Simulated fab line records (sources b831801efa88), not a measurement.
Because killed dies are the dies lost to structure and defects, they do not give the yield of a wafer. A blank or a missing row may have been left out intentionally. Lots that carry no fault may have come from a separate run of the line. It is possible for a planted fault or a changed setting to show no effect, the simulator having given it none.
Which tool was responsible? -- flow gf180mcu -- 7 lots with 21 wafers sampled at 2 steps, on a route of 602 steps

WHAT EACH GAUGE READ, for each wafer
GF_HV_LDD_CD_MEAS_07: the cd target is 400 nm.
lot,measured,on,cd_nm (nm)
L831,day 11 16:34,cd_sem-02,405.0 402.6 405.9
L835,day 12 22:52,cd_sem-02,401.1 402.5 401.2
L838,day 13 18:08,cd_sem-02,402.3 398.9 400.5
L842,day 14 23:08,cd_sem-01,400.9 400.5 400.6
L845,day 15 16:00,cd_sem-01,424.5 427.2 426.0
L848,day 16 17:46,cd_sem-02,400.0 399.8 399.3
L851,day 17 05:29,cd_sem-01,400.0 399.5 399.5

WHAT TOOL EACH LOT RAN ON (gives the tool, then ch and the chambers of the sampled wafers, and finally the start)
lot,GF_HV_LDD_EXPOSE_04
L831,"iline_stepper-01 ch 0, day 11 07:21"
L835,"iline_stepper-02 ch 0, day 12 12:53"
L838,"iline_stepper-02 ch 0, day 13 08:02"
L842,"iline_stepper-01 ch 0, day 14 11:52"
L845,"iline_stepper-02 ch 0, day 15 04:54"
L848,"iline_stepper-01 ch 0, day 16 06:09"
L851,"iline_stepper-01 ch 0, day 16 17:58"
- GF_HV_LDD_EXPOSE_04: exposes mask Nplus LV AREA, target cd 400 nm.

THE ANSWER, worked out from the rows above alone
Rule: the usual values come from the lots themselves. Put in order of their means at a reading, lots are off if they are a third of the lots or fewer, leave a main group of 4 or more, and stand apart from it by a gap of 3 or more times the standard deviation of the main group's means; of several such gaps the widest counts. Not used: any main group whose means are identical at the precision the tables above print for the reading. A lot without any number at a reading at which 4 lots or more have one is off too. Where the step has rows for the other lots, those lots are counted as sound.
Off at GF_HV_LDD_CD_MEAS_07 (cd_nm): L845. Main group: mean 401.1 nm, sd 1.6.
A tool fits if, at a process step before that reading, it ran every lot that is off, and no sound lot after the first of them. Those tools and the gauges at GF_HV_LDD_CD_MEAS_07 are tried in the same way. One fits: iline_stepper-02 at GF_HV_LDD_EXPOSE_04. A fault onset in the window from L838 (day 13 08:02, its last sound lot) to L845 (day 15 04:54, its first lot off) fits.

WHAT THE SIMULATOR PUT IN
Drift in process parameters on iline_stepper-02 at GF_HV_LDD_EXPOSE_04, starting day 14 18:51. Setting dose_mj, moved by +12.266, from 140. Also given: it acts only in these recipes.
Shown lots that were struck: L845. The same result came from the rule above.
